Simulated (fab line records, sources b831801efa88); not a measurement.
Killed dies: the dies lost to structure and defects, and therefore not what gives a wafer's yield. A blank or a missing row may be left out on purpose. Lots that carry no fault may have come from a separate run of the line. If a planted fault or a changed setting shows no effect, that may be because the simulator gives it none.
Which tool is to blame? / flow gf180mcu / Sampling: 24 lots, 72 wafers, 5 of 602 route steps

WHAT THE GAUGES SHOWED, per wafer
GF_STI_THK_MEAS_30. Usual: STI_OXIDATION_02_THK 10.02 nm, standard deviation 0.21.
lot=L074; measured=day 2 08:08; on=film_metro-04; STI_OXIDATION_02_THK (nm)=10.11 10.06 10.22; flag=
lot=L075; measured=day 2 13:32; on=film_metro-02; STI_OXIDATION_02_THK (nm)=9.82 9.86 9.89; flag=
lot=L076; measured=day 2 18:43; on=film_metro-02; STI_OXIDATION_02_THK (nm)=9.90 9.89 9.97; flag=
lot=L077; measured=day 2 22:31; on=film_metro-04; STI_OXIDATION_02_THK (nm)=9.80 9.64 9.82; flag=
lot=L078; measured=day 3 04:09; on=film_metro-02; STI_OXIDATION_02_THK (nm)=9.81 9.81 9.66; flag=
lot=L079; measured=day 3 10:38; on=film_metro-02; STI_OXIDATION_02_THK (nm)=10.58 10.50 10.57; flag=
lot=L080; measured=day 3 14:20; on=film_metro-04; STI_OXIDATION_02_THK (nm)=9.94 10.08 10.04; flag=
lot=L081; measured=day 3 18:14; on=film_metro-04; STI_OXIDATION_02_THK (nm)=10.23 10.16 10.21; flag=
lot=L082; measured=day 3 22:49; on=film_metro-03; STI_OXIDATION_02_THK (nm)=9.92 9.68 9.87; flag=
lot=L083; measured=day 4 05:55; on=film_metro-03; STI_OXIDATION_02_THK (nm)=9.91 9.99 9.79; flag=
lot=L084; measured=day 4 10:02; on=film_metro-04; STI_OXIDATION_02_THK (nm)=10.05 10.08 9.89; flag=
lot=L085; measured=day 4 14:09; on=film_metro-02; STI_OXIDATION_02_THK (nm)=10.02 9.84 9.96; flag=
lot=L086; measured=day 4 21:15; on=film_metro-03; STI_OXIDATION_02_THK (nm)=9.80 9.96 9.85; flag=
lot=L087; measured=day 5 02:29; on=film_metro-04; STI_OXIDATION_02_THK (nm)=10.20 9.94 9.93; flag=
lot=L088; measured=day 5 06:03; on=film_metro-04; STI_OXIDATION_02_THK (nm)=10.23 10.22 10.24; flag=
lot=L089; measured=day 5 11:24; on=film_metro-02; STI_OXIDATION_02_THK (nm)=10.35 10.32 10.26; flag=
lot=L090; measured=day 5 17:37; on=film_metro-04; STI_OXIDATION_02_THK (nm)=10.13 10.09 10.22; flag=
lot=L091; measured=day 5 21:47; on=film_metro-02; STI_OXIDATION_02_THK (nm)=10.24 10.36 10.22; flag=
lot=L092; measured=day 6 02:43; on=film_metro-03; STI_OXIDATION_02_THK (nm)=9.96 10.05 10.12; flag=
lot=L093; measured=day 6 10:30; on=film_metro-02; STI_OXIDATION_02_THK (nm)=9.88 9.79 9.79; flag=
lot=L094; measured=day 6 13:56; on=film_metro-03; STI_OXIDATION_02_THK (nm)=10.10 10.09 9.98; flag=
lot=L095; measured=day 6 17:56; on=film_metro-03; STI_OXIDATION_02_THK (nm)=10.32 10.34 10.08; flag=
lot=L096; measured=day 7 00:35; on=film_metro-02; STI_OXIDATION_02_THK (nm)=9.88 9.87 9.90; flag=
lot=L097; measured=day 7 04:32; on=film_metro-02; STI_OXIDATION_02_THK (nm)=9.80 10.01 10.02; flag=

GF_CONTACT_THK_MEAS_03. Usual: CONTACT_CVD_02_THK 858 nm, standard deviation 12.
lot=L074; measured=day 15 03:19; on=film_metro-03; CONTACT_CVD_02_THK (nm)=862 875 873; flag=
lot=L075; measured=day 15 17:04; on=film_metro-01; CONTACT_CVD_02_THK (nm)=845 865 877; flag=
lot=L076; measured=day 16 02:24; on=film_metro-03; CONTACT_CVD_02_THK (nm)=850 873 858; flag=
lot=L077; measured=day 16 12:42; on=film_metro-03; CONTACT_CVD_02_THK (nm)=866 863 882; flag=
lot=L078; measured=day 16 18:55; on=film_metro-01; CONTACT_CVD_02_THK (nm)=851 859 872; flag=
lot=L079; measured=day 17 05:50; on=film_metro-04; CONTACT_CVD_02_THK (nm)=856 871 877; flag=
lot=L080; measured=day 17 10:16; on=film_metro-01; CONTACT_CVD_02_THK (nm)=860 875 875; flag=
lot=L081; measured=day 17 19:17; on=film_metro-04; CONTACT_CVD_02_THK (nm)=851 846 865; flag=
lot=L082; measured=day 18 01:52; on=film_metro-04; CONTACT_CVD_02_THK (nm)=860 865 873; flag=
lot=L083; measured=day 18 14:24; on=film_metro-03; CONTACT_CVD_02_THK (nm)=865 862 874; flag=
lot=L084; measured=day 18 21:13; on=film_metro-01; CONTACT_CVD_02_THK (nm)=874 874 870; flag=
lot=L085; measured=day 19 04:58; on=film_metro-03; CONTACT_CVD_02_THK (nm)=854 845 867; flag=
lot=L086; measured=day 19 16:26; on=film_metro-01; CONTACT_CVD_02_THK (nm)=843 845 852; flag=
lot=L087; measured=day 19 22:36; on=film_metro-01; CONTACT_CVD_02_THK (nm)=840 837 853; flag=
lot=L088; measured=day 20 08:33; on=film_metro-04; CONTACT_CVD_02_THK (nm)=845 842 852; flag=
lot=L089; measured=day 20 19:53; on=film_metro-01; CONTACT_CVD_02_THK (nm)=851 872 877; flag=
lot=L090; measured=day 21 00:07; on=film_metro-04; CONTACT_CVD_02_THK (nm)=860 858 860; flag=
lot=L091; measured=day 21 10:32; on=film_metro-03; CONTACT_CVD_02_THK (nm)=840 854 851; flag=
lot=L092; measured=day 21 15:31; on=film_metro-04; CONTACT_CVD_02_THK (nm)=841 857 855; flag=
lot=L093; measured=day 22 07:36; on=film_metro-01; CONTACT_CVD_02_THK (nm)=846 865 858; flag=
lot=L094; measured=day 22 10:17; on=film_metro-01; CONTACT_CVD_02_THK (nm)=843 839 867; flag=
lot=L095; measured=day 22 17:08; on=film_metro-01; CONTACT_CVD_02_THK (nm)=877 859 866; flag=
lot=L096; measured=day 23 03:25; on=film_metro-01; CONTACT_CVD_02_THK (nm)=845 856 870; flag=
lot=L097; measured=day 23 09:31; on=film_metro-03; CONTACT_CVD_02_THK (nm)=838 855 866; flag=

GF_M2_OVL_MEAS_15. Usual: M2_OVL -1 nm, standard deviation 5.1.
lot=L074; measured=day 19 04:21; on=overlay-01; M2_OVL (nm)=0 -3 -5; flag=
lot=L075; measured=day 19 19:41; on=overlay-02; M2_OVL (nm)=1 3 -8; flag=
lot=L076; measured=day 20 05:50; on=overlay-01; M2_OVL (nm)=-3 3 3; flag=
lot=L077; measured=day 20 15:33; on=overlay-01; M2_OVL (nm)=-7 -1 0; flag=
lot=L078; measured=day 20 23:32; on=overlay-02; M2_OVL (nm)=13 2 3; flag=
lot=L079; measured=day 21 11:24; on=overlay-02; M2_OVL (nm)=-1 7 -3; flag=
lot=L080; measured=day 21 15:44; on=overlay-01; M2_OVL (nm)=7 2 0; flag=
lot=L081; measured=day 22 00:56; on=overlay-01; M2_OVL (nm)=1 -9 -2; flag=
lot=L082; measured=day 22 06:53; on=overlay-01; M2_OVL (nm)=-2 8 3; flag=
lot=L083; measured=day 22 18:44; on=overlay-02; M2_OVL (nm)=3 0 -2; flag=
lot=L084; measured=day 23 01:57; on=overlay-01; M2_OVL (nm)=-8 -10 -5; flag=
lot=L085; measured=day 23 19:47; on=overlay-01; M2_OVL (nm)=-1 -4 -4; flag=
lot=L086; measured=day 23 21:42; on=overlay-01; M2_OVL (nm)=2 3 -3; flag=
lot=L087; measured=day 24 01:21; on=overlay-01; M2_OVL (nm)=-3 3 5; flag=
lot=L088; measured=day 24 11:33; on=overlay-01; M2_OVL (nm)=-6 -11 -5; flag=
lot=L089; measured=day 24 20:06; on=overlay-02; M2_OVL (nm)=-1 -5 -6; flag=
lot=L090; measured=day 24 22:49; on=overlay-01; M2_OVL (nm)=3 4 7; flag=
lot=L091; measured=day 25 09:50; on=overlay-02; M2_OVL (nm)=-7 -6 -4; flag=
lot=L092; measured=day 25 14:45; on=overlay-02; M2_OVL (nm)=-3 -8 -11; flag=
lot=L093; measured=day 26 05:16; on=overlay-01; M2_OVL (nm)=-4 0 -6; flag=
lot=L094; measured=day 26 07:53; on=overlay-01; M2_OVL (nm)=-6 5 -4; flag=
lot=L095; measured=day 26 14:00; on=overlay-02; M2_OVL (nm)=-1 10 3; flag=
lot=L096; measured=day 26 23:06; on=overlay-01; M2_OVL (nm)=-5 6 -5; flag=
lot=L097; measured=day 27 04:06; on=overlay-01; M2_OVL (nm)=-14 -7 -6; flag=

TOOL THAT RAN EACH LOT (tool first, then ch and the chambers of the sampled wafers, then the start)
lot=L074; GF_LVPWELL_STRIP_10=plasma_asher-03 ch 0,1, day 3 22:03; GF_V1_STRIP_18=plasma_asher-02 ch 0,1, day 18 02:31
lot=L075; GF_LVPWELL_STRIP_10=plasma_asher-02 ch 0, day 4 04:06; GF_V1_STRIP_18=plasma_asher-02 ch 0,1, day 18 17:09
lot=L076; GF_LVPWELL_STRIP_10=plasma_asher-02 ch 0,1, day 4 10:01; GF_V1_STRIP_18=plasma_asher-03 ch 0,1, day 19 03:33
lot=L077; GF_LVPWELL_STRIP_10=plasma_asher-02 ch 0,1, day 4 14:26; GF_V1_STRIP_18=plasma_asher-02 ch 0,1, day 19 13:56
lot=L078; GF_LVPWELL_STRIP_10=plasma_asher-04 ch 0,1, day 4 20:33; GF_V1_STRIP_18=plasma_asher-02 ch 0,1, day 19 20:57
lot=L079; GF_LVPWELL_STRIP_10=plasma_asher-04 ch 0,1, day 5 04:06; GF_V1_STRIP_18=plasma_asher-04 ch 0,1, day 20 10:15
lot=L080; GF_LVPWELL_STRIP_10=plasma_asher-02 ch 1, day 5 07:57; GF_V1_STRIP_18=plasma_asher-04 ch 0, day 20 14:18
lot=L081; GF_LVPWELL_STRIP_10=plasma_asher-02 ch 0,1, day 5 11:45; GF_V1_STRIP_18=plasma_asher-03 ch 1, day 20 23:54
lot=L082; GF_LVPWELL_STRIP_10=plasma_asher-03 ch 0,1, day 5 17:24; GF_V1_STRIP_18=plasma_asher-03 ch 0,1, day 21 05:36
lot=L083; GF_LVPWELL_STRIP_10=plasma_asher-04 ch 0,1, day 6 01:34; GF_V1_STRIP_18=plasma_asher-03 ch 0,1, day 21 17:21
lot=L084; GF_LVPWELL_STRIP_10=plasma_asher-04 ch 0,1, day 6 05:27; GF_V1_STRIP_18=plasma_asher-03 ch 0,1, day 22 01:47
lot=L085; GF_LVPWELL_STRIP_10=plasma_asher-02 ch 0, day 6 09:36; GF_V1_STRIP_18=plasma_asher-04 ch 0, day 22 19:41
lot=L086; GF_LVPWELL_STRIP_10=plasma_asher-02 ch 0,1, day 6 18:34; GF_V1_STRIP_18=plasma_asher-02 ch 0,1, day 22 20:47
lot=L087; GF_LVPWELL_STRIP_10=plasma_asher-04 ch 0,1, day 7 00:24; GF_V1_STRIP_18=plasma_asher-04 ch 0,1, day 23 01:09
lot=L088; GF_LVPWELL_STRIP_10=plasma_asher-02 ch 0,1, day 7 03:42; GF_V1_STRIP_18=plasma_asher-02 ch 0,1, day 23 11:45
lot=L089; GF_LVPWELL_STRIP_10=plasma_asher-03 ch 0,1, day 7 10:31; GF_V1_STRIP_18=plasma_asher-04 ch 1, day 23 20:56
lot=L090; GF_LVPWELL_STRIP_10=plasma_asher-03 ch 0,1, day 7 17:41; GF_V1_STRIP_18=plasma_asher-03 ch 0,1, day 24 00:05
lot=L091; GF_LVPWELL_STRIP_10=plasma_asher-04 ch 0,1, day 7 20:56; GF_V1_STRIP_18=plasma_asher-03 ch 0,1, day 24 11:14
lot=L092; GF_LVPWELL_STRIP_10=plasma_asher-04 ch 0,1, day 8 02:50; GF_V1_STRIP_18=plasma_asher-03 ch 0,1, day 24 15:02
lot=L093; GF_LVPWELL_STRIP_10=plasma_asher-03 ch 0,1, day 8 12:08; GF_V1_STRIP_18=plasma_asher-03 ch 0,1, day 25 06:50
lot=L094; GF_LVPWELL_STRIP_10=plasma_asher-04 ch 0,1, day 8 14:43; GF_V1_STRIP_18=plasma_asher-04 ch 0, day 25 09:24
lot=L095; GF_LVPWELL_STRIP_10=plasma_asher-03 ch 0,1, day 8 18:56; GF_V1_STRIP_18=plasma_asher-02 ch 0,1, day 25 15:20
lot=L096; GF_LVPWELL_STRIP_10=plasma_asher-03 ch 0,1, day 9 01:06; GF_V1_STRIP_18=plasma_asher-04 ch 0,1, day 26 00:26
lot=L097; GF_LVPWELL_STRIP_10=plasma_asher-04 ch 0,1, day 9 07:14; GF_V1_STRIP_18=plasma_asher-03 ch 0,1, day 26 06:29
- GF_LVPWELL_STRIP_10: strips in O2/N2.
- GF_V1_STRIP_18: strips in O2/N2.

AS READ BY THE TOOLS THEMSELVES (means over the sampled wafers that have a number; for cases with no such wafer, the mark the record gives instead)
GF_LVPWELL_STRIP_10. Usual: drypump_motor_current_A 5.8 A, standard deviation 0.32; heater_power_w 355 W, standard deviation 32; oes_product_au 0.721 a.u., standard deviation 0.0046; strip_time_to_endpoint_s 36.96 s, standard deviation 0.1.
lot=L074; tool=plasma_asher-03; drypump_motor_current_A (A)=5.9; heater_power_w (W)=311; oes_product_au (a.u.)=0.719; strip_time_to_endpoint_s (s)=36.85; flag=
lot=L075; tool=plasma_asher-02; drypump_motor_current_A (A)=5.8; heater_power_w (W)=381; oes_product_au (a.u.)=0.722; strip_time_to_endpoint_s (s)=37.04; flag=
lot=L076; tool=plasma_asher-02; drypump_motor_current_A (A)=5.8; heater_power_w (W)=374; oes_product_au (a.u.)=0.724; strip_time_to_endpoint_s (s)=37.01; flag=
lot=L077; tool=plasma_asher-02; drypump_motor_current_A (A)=5.9; heater_power_w (W)=376; oes_product_au (a.u.)=0.717; strip_time_to_endpoint_s (s)=37.04; flag=
lot=L078; tool=plasma_asher-04; drypump_motor_current_A (A)=5.5; heater_power_w (W)=373; oes_product_au (a.u.)=0.719; strip_time_to_endpoint_s (s)=36.86; flag=
lot=L079; tool=plasma_asher-04; drypump_motor_current_A (A)=5.5; heater_power_w (W)=365; oes_product_au (a.u.)=0.723; strip_time_to_endpoint_s (s)=36.99; flag=
lot=L080; tool=plasma_asher-02; drypump_motor_current_A (A)=5.9; heater_power_w (W)=370; oes_product_au (a.u.)=0.721; strip_time_to_endpoint_s (s)=36.77; flag=
lot=L081; tool=plasma_asher-02; drypump_motor_current_A (A)=5.8; heater_power_w (W)=374; oes_product_au (a.u.)=0.717; strip_time_to_endpoint_s (s)=37.02; flag=
lot=L082; tool=plasma_asher-03; drypump_motor_current_A (A)=6.2; heater_power_w (W)=305; oes_product_au (a.u.)=0.721; strip_time_to_endpoint_s (s)=36.82; flag=
lot=L083; tool=plasma_asher-04; drypump_motor_current_A (A)=5.5; heater_power_w (W)=368; oes_product_au (a.u.)=0.721; strip_time_to_endpoint_s (s)=36.94; flag=
lot=L084; tool=plasma_asher-04; drypump_motor_current_A (A)=5.5; heater_power_w (W)=371; oes_product_au (a.u.)=0.724; strip_time_to_endpoint_s (s)=36.91; flag=
lot=L085; tool=plasma_asher-02; drypump_motor_current_A (A)=5.8; heater_power_w (W)=395; oes_product_au (a.u.)=0.722; strip_time_to_endpoint_s (s)=36.86; flag=
lot=L086; tool=plasma_asher-02; drypump_motor_current_A (A)=5.8; heater_power_w (W)=386; oes_product_au (a.u.)=0.720; strip_time_to_endpoint_s (s)=37.13; flag=
lot=L087; tool=plasma_asher-04; drypump_motor_current_A (A)=5.5; heater_power_w (W)=368; oes_product_au (a.u.)=0.721; strip_time_to_endpoint_s (s)=37.01; flag=
lot=L088; tool=plasma_asher-02; drypump_motor_current_A (A)=5.8; heater_power_w (W)=388; oes_product_au (a.u.)=0.719; strip_time_to_endpoint_s (s)=36.85; flag=
lot=L089; tool=plasma_asher-03; drypump_motor_current_A (A)=5.9; heater_power_w (W)=312; oes_product_au (a.u.)=0.722; strip_time_to_endpoint_s (s)=36.92; flag=
lot=L090; tool=plasma_asher-03; drypump_motor_current_A (A)=6.2; heater_power_w (W)=307; oes_product_au (a.u.)=0.717; strip_time_to_endpoint_s (s)=36.93; flag=
lot=L091; tool=plasma_asher-04; drypump_motor_current_A (A)=5.5; heater_power_w (W)=379; oes_product_au (a.u.)=0.728; strip_time_to_endpoint_s (s)=36.95; flag=
lot=L092; tool=plasma_asher-04; drypump_motor_current_A (A)=5.5; heater_power_w (W)=373; oes_product_au (a.u.)=0.726; strip_time_to_endpoint_s (s)=37.01; flag=
lot=L093; tool=plasma_asher-03; drypump_motor_current_A (A)=5.9; heater_power_w (W)=309; oes_product_au (a.u.)=0.724; strip_time_to_endpoint_s (s)=36.97; flag=
lot=L094; tool=plasma_asher-04; drypump_motor_current_A (A)=5.6; heater_power_w (W)=377; oes_product_au (a.u.)=0.728; strip_time_to_endpoint_s (s)=36.99; flag=
lot=L095; tool=plasma_asher-03; drypump_motor_current_A (A)=5.9; heater_power_w (W)=314; oes_product_au (a.u.)=0.718; strip_time_to_endpoint_s (s)=37.06; flag=
lot=L096; tool=plasma_asher-03; drypump_motor_current_A (A)=5.9; heater_power_w (W)=307; oes_product_au (a.u.)=0.717; strip_time_to_endpoint_s (s)=36.98; flag=
lot=L097; tool=plasma_asher-04; drypump_motor_current_A (A)=5.5; heater_power_w (W)=370; oes_product_au (a.u.)=0.724; strip_time_to_endpoint_s (s)=37.00; flag=

GF_V1_STRIP_18. Usual: drypump_motor_current_A 5.8 A, standard deviation 0.36; heater_power_w 357 W, standard deviation 29; oes_product_au 0.592 a.u., standard deviation 0.0057.
lot=L074; tool=plasma_asher-02; drypump_motor_current_A (A)=5.9; heater_power_w (W)=394; oes_product_au (a.u.)=0.597; flag=
lot=L075; tool=plasma_asher-02; drypump_motor_current_A (A)=5.9; heater_power_w (W)=387; oes_product_au (a.u.)=0.596; flag=
lot=L076; tool=plasma_asher-03; drypump_motor_current_A (A)=5.9; heater_power_w (W)=324; oes_product_au (a.u.)=0.589; flag=
lot=L077; tool=plasma_asher-02; drypump_motor_current_A (A)=5.8; heater_power_w (W)=383; oes_product_au (a.u.)=0.593; flag=
lot=L078; tool=plasma_asher-02; drypump_motor_current_A (A)=5.9; heater_power_w (W)=385; oes_product_au (a.u.)=0.591; flag=
lot=L079; tool=plasma_asher-04; drypump_motor_current_A (A)=5.5; heater_power_w (W)=369; oes_product_au (a.u.)=0.595; flag=
lot=L080; tool=plasma_asher-04; drypump_motor_current_A (A)=5.5; heater_power_w (W)=365; oes_product_au (a.u.)=0.592; flag=
lot=L081; tool=plasma_asher-03; drypump_motor_current_A (A)=6.5; heater_power_w (W)=326; oes_product_au (a.u.)=0.591; flag=
lot=L082; tool=plasma_asher-03; drypump_motor_current_A (A)=5.9; heater_power_w (W)=324; oes_product_au (a.u.)=0.595; flag=
lot=L083; tool=plasma_asher-03; drypump_motor_current_A (A)=6.2; heater_power_w (W)=324; oes_product_au (a.u.)=0.599; flag=
lot=L084; tool=plasma_asher-03; drypump_motor_current_A (A)=6.2; heater_power_w (W)=322; oes_product_au (a.u.)=0.585; flag=
lot=L085; tool=plasma_asher-04; drypump_motor_current_A (A)=5.5; heater_power_w (W)=371; oes_product_au (a.u.)=0.591; flag=
lot=L086; tool=plasma_asher-02; drypump_motor_current_A (A)=5.8; heater_power_w (W)=400; oes_product_au (a.u.)=0.594; flag=
lot=L087; tool=plasma_asher-04; drypump_motor_current_A (A)=5.5; heater_power_w (W)=377; oes_product_au (a.u.)=0.591; flag=
lot=L088; tool=plasma_asher-02; drypump_motor_current_A (A)=5.9; heater_power_w (W)=385; oes_product_au (a.u.)=0.596; flag=
lot=L089; tool=plasma_asher-04; drypump_motor_current_A (A)=5.5; heater_power_w (W)=372; oes_product_au (a.u.)=0.595; flag=
lot=L090; tool=plasma_asher-03; drypump_motor_current_A (A)=5.9; heater_power_w (W)=328; oes_product_au (a.u.)=0.588; flag=
lot=L091; tool=plasma_asher-03; drypump_motor_current_A (A)=5.9; heater_power_w (W)=327; oes_product_au (a.u.)=0.592; flag=
lot=L092; tool=plasma_asher-03; drypump_motor_current_A (A)=6.2; heater_power_w (W)=325; oes_product_au (a.u.)=0.600; flag=
lot=L093; tool=plasma_asher-03; drypump_motor_current_A (A)=5.9; heater_power_w (W)=323; oes_product_au (a.u.)=0.595; flag=
lot=L094; tool=plasma_asher-04; drypump_motor_current_A (A)=5.5; heater_power_w (W)=370; oes_product_au (a.u.)=0.593; flag=
lot=L095; tool=plasma_asher-02; drypump_motor_current_A (A)=5.8; heater_power_w (W)=387; oes_product_au (a.u.)=0.590; flag=
lot=L096; tool=plasma_asher-04; drypump_motor_current_A (A)=5.5; heater_power_w (W)=374; oes_product_au (a.u.)=0.597; flag=
lot=L097; tool=plasma_asher-03; drypump_motor_current_A (A)=6.2; heater_power_w (W)=326; oes_product_au (a.u.)=0.587; flag=

THE ANSWER, worked out from the rows above alone
Rule: lot off if the mean of its wafers having a number is beyond 3 standard deviations from the usual mean. Also off: a lot with no number at a reading for which 4 or more lots have one. All remaining lots with rows at the step are treated as sound. First the gauges in route order, then the tools' own readings, where a lot's mean is used as printed above. At the first step where some lot is off, the reading lying furthest off is the one used; lots without a number count as furthest.
None of the lots is off at any reading shown; this tells nothing.

WHAT THE SIMULATOR HAD PUT IN
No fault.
